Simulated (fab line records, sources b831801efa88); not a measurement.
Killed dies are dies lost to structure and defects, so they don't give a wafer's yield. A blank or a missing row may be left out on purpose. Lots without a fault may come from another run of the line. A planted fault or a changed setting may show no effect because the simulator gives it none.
Which tool did it? | flow sky130 | 6 lots, 18 wafers sampled, at 2 steps of a route of 708

WHAT THE GAUGES READ, wafer by wafer
SKY_VT_ADJUST_HVTR_TW_MEAS_11.
lot  | measured     | on            | VT_ADJUST_HVTR_TW
L250 | day 9 19:08  | film_metro-02 | 212.4 211.0 212.5
L253 | day 11 01:52 | film_metro-02 | 213.3 212.6 214.0
L255 | day 11 09:26 | film_metro-01 | 213.8 213.9 213.5
L260 | day 12 09:07 | film_metro-04 | 211.9 211.1 211.2
L264 | day 13 17:55 | film_metro-04 | 201.8 201.8 202.4
L272 | day 17 01:15 | film_metro-01 | 215.9 214.6 215.1

WHICH TOOL RAN EACH LOT (tool, then ch and the chambers of the sampled wafers, then the start)
lot  | SKY_VT_ADJUST_HVTR_IMPLANT_09
L250 | implanter-01 ch 0, day 9 18:55
L253 | implanter-04 ch 0, day 11 01:38
L255 | implanter-04 ch 0, day 11 09:11
L260 | implanter-01 ch 0, day 12 08:52
L264 | implanter-04 ch 0, day 13 17:43
L272 | implanter-02 ch 0, day 17 01:00
- SKY_VT_ADJUST_HVTR_IMPLANT_09

THE ANSWER, worked out from the rows above alone
Rule: what is usual is taken from the lots themselves. Put in order of their means at a reading, lots are off if they are a third of the lots or fewer, leave a main group of 4 or more, and stand apart from it by a gap of 3 or more times the standard deviation of the main group's means; of several such gaps the widest counts. A main group whose means are all the same, to the digits that the tables above print for the reading, isn't used. A lot without any number at a reading at which 4 lots or more have one is off too. The other lots that the step has rows for count as sound.
Off: L264, at SKY_VT_ADJUST_HVTR_TW_MEAS_11 (VT_ADJUST_HVTR_TW). The main group: mean 213.1, standard deviation 1.3.
A tool fits if, at a process step before that reading, it ran every lot that is off, and no sound lot after the first of them. The gauges at SKY_VT_ADJUST_HVTR_TW_MEAS_11 are tried like those tools. Can't be told from this: 2 tools fit, implanter-04 at SKY_VT_ADJUST_HVTR_IMPLANT_09, film_metro-04 at SKY_VT_ADJUST_HVTR_TW_MEAS_11.

WHAT THE SIMULATOR HAD PUT IN
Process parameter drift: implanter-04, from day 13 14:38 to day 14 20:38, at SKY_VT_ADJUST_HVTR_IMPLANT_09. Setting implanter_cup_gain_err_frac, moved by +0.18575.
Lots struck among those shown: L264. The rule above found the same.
